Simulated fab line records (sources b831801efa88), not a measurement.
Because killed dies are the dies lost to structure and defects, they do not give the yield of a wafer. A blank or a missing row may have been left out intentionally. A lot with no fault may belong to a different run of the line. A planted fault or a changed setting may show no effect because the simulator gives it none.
Check for tools in common / flow gf180mcu / 14 lots, 42 wafers sampled

## WHAT PROMPTED THE OPENING
Of 14 lots, 2 have the reading PSD_TW flagged at GF_PSD_TW_MEAS_11. Wafers without a fault read 3167, standard deviation 26.
Rule: flag the lot when none of its wafers has a number, or when each of its wafers that has one lies beyond 4 standard deviations from that mean. The other lots count as sound.

lot=L780; measured=day 14 10:04; on=filmMetro-04; PSD_TW, wafer by wafer=3199 3217 3199; flag=
lot=L781; measured=day 15 05:07; on=filmMetro-02; PSD_TW, wafer by wafer=3159 3166 3143; flag=
lot=L783; measured=day 15 19:46; on=filmMetro-02; PSD_TW, wafer by wafer=3174 3162 3174; flag=
lot=L782; measured=day 15 23:31; on=filmMetro-02; PSD_TW, wafer by wafer=3181 3166 3169; flag=
lot=L785; measured=day 16 11:10; on=filmMetro-03; PSD_TW, wafer by wafer=3144 3157 3139; flag=
lot=L787; measured=day 17 22:31; on=filmMetro-04; PSD_TW, wafer by wafer=3216 3205 3229; flag=
lot=L788; measured=day 17 22:40; on=filmMetro-03; PSD_TW, wafer by wafer=3134 3128 3120; flag=
lot=L789; measured=day 18 03:48; on=filmMetro-04; PSD_TW, wafer by wafer=3222 3201 3215; flag=
lot=L794; measured=day 19 14:38; on=filmMetro-03; PSD_TW, wafer by wafer=3134 3123 3132; flag=
lot=L796; measured=day 20 11:07; on=filmMetro-02; PSD_TW, wafer by wafer=30 30 30; flag=FLAGGED
lot=L797; measured=day 20 12:19; on=filmMetro-04; PSD_TW, wafer by wafer=30 30 30; flag=FLAGGED
lot=L798; measured=day 21 06:10; on=filmMetro-04; PSD_TW, wafer by wafer=3174 3166 3164; flag=
lot=L802; measured=day 22 11:20; on=filmMetro-04; PSD_TW, wafer by wafer=3181 3188 3208; flag=
lot=L803; measured=day 22 18:37; on=filmMetro-02; PSD_TW, wafer by wafer=3175 3167 3165; flag=
The numbers of the flagged lots are 30 on average: -3137 against the usual, or -99 or more standard deviations.

## WHICH TOOL RAN EACH LOT
The record holds 2 process steps before the reading, out of a route of 602 steps. Cell contents, in order: the tool; ch with the chambers the sampled wafers went through; the start.
lot=L780; flag=; GF_NSD_STRIP_11=plasmaAsher-03 ch 0,1, day 13 12:38; GF_PSD_STRIP_10=plasmaAsher-03 ch 0,1, day 14 09:58
lot=L781; flag=; GF_NSD_STRIP_11=plasmaAsher-03 ch 1, day 14 06:40; GF_PSD_STRIP_10=plasmaAsher-04 ch 0, day 15 05:01
lot=L783; flag=; GF_NSD_STRIP_11=plasmaAsher-02 ch 0,1, day 14 21:17; GF_PSD_STRIP_10=plasmaAsher-03 ch 0,1, day 15 19:40
lot=L782; flag=; GF_NSD_STRIP_11=plasmaAsher-02 ch 0,1, day 15 00:56; GF_PSD_STRIP_10=plasmaAsher-04 ch 0,1, day 15 23:25
lot=L785; flag=; GF_NSD_STRIP_11=plasmaAsher-03 ch 0,1, day 15 12:32; GF_PSD_STRIP_10=plasmaAsher-03 ch 0,1, day 16 11:04
lot=L787; flag=; GF_NSD_STRIP_11=plasmaAsher-02 ch 1, day 16 22:22; GF_PSD_STRIP_10=plasmaAsher-03 ch 0,1, day 17 22:25
lot=L788; flag=; GF_NSD_STRIP_11=plasmaAsher-03 ch 0,1, day 16 22:40; GF_PSD_STRIP_10=plasmaAsher-04 ch 0,1, day 17 22:34
lot=L789; flag=; GF_NSD_STRIP_11=plasmaAsher-02 ch 0,1, day 17 03:32; GF_PSD_STRIP_10=plasmaAsher-04 ch 0,1, day 18 03:42
lot=L794; flag=; GF_NSD_STRIP_11=plasmaAsher-02 ch 0,1, day 18 13:35; GF_PSD_STRIP_10=plasmaAsher-01 ch 0,1, day 19 14:32
lot=L796; flag=FLAGGED; GF_NSD_STRIP_11=plasmaAsher-02 ch 0,1, day 19 10:10; GF_PSD_STRIP_10=plasmaAsher-03 ch 0,1, day 20 11:01
lot=L797; flag=FLAGGED; GF_NSD_STRIP_11=plasmaAsher-03 ch 0,1, day 19 11:20; GF_PSD_STRIP_10=plasmaAsher-01 ch 0,1, day 20 12:13
lot=L798; flag=; GF_NSD_STRIP_11=plasmaAsher-02 ch 0,1, day 20 06:04; GF_PSD_STRIP_10=plasmaAsher-04 ch 0,1, day 21 06:04
lot=L802; flag=; GF_NSD_STRIP_11=plasmaAsher-03 ch 0,1, day 21 10:29; GF_PSD_STRIP_10=plasmaAsher-01 ch 0,1, day 22 11:14
lot=L803; flag=; GF_NSD_STRIP_11=plasmaAsher-02 ch 0,1, day 21 19:34; GF_PSD_STRIP_10=plasmaAsher-03 ch 0, day 22 18:31
What these steps do:
- GF_NSD_STRIP_11: strips in O2/N2.
- GF_PSD_STRIP_10: strips in O2/N2.
- GF_PSD_TW_MEAS_11

## FLAGGED AGAINST TOTAL, ONE TOOL AT A TIME (gauges that did the reading follow at the end)
step=GF_NSD_STRIP_11; tool=plasmaAsher-02; lots run=8; flagged=1; share of the flagged lots=some; sound lots run after its first flagged lot=2 (L798,L803)
step=GF_NSD_STRIP_11; tool=plasmaAsher-03; lots run=6; flagged=1; share of the flagged lots=some; sound lots run after its first flagged lot=1 (L802)
step=GF_PSD_STRIP_10; tool=plasmaAsher-01; lots run=3; flagged=1; share of the flagged lots=some; sound lots run after its first flagged lot=1 (L802)
step=GF_PSD_STRIP_10; tool=plasmaAsher-03; lots run=6; flagged=1; share of the flagged lots=some; sound lots run after its first flagged lot=1 (L803)
step=GF_PSD_STRIP_10; tool=plasmaAsher-04; lots run=5; flagged=0; share of the flagged lots=none; sound lots run after its first flagged lot=-
step=GF_PSD_TW_MEAS_11; tool=filmMetro-02; lots run=5; flagged=1; share of the flagged lots=some; sound lots run after its first flagged lot=1 (L803)
step=GF_PSD_TW_MEAS_11; tool=filmMetro-03; lots run=3; flagged=0; share of the flagged lots=none; sound lots run after its first flagged lot=-
step=GF_PSD_TW_MEAS_11; tool=filmMetro-04; lots run=6; flagged=1; share of the flagged lots=some; sound lots run after its first flagged lot=2 (L798,L802)

## WHAT THE TABLE PERMITS
No row of the table ran every flagged lot.

## WHAT WAS PUT IN BY THE SIMULATOR
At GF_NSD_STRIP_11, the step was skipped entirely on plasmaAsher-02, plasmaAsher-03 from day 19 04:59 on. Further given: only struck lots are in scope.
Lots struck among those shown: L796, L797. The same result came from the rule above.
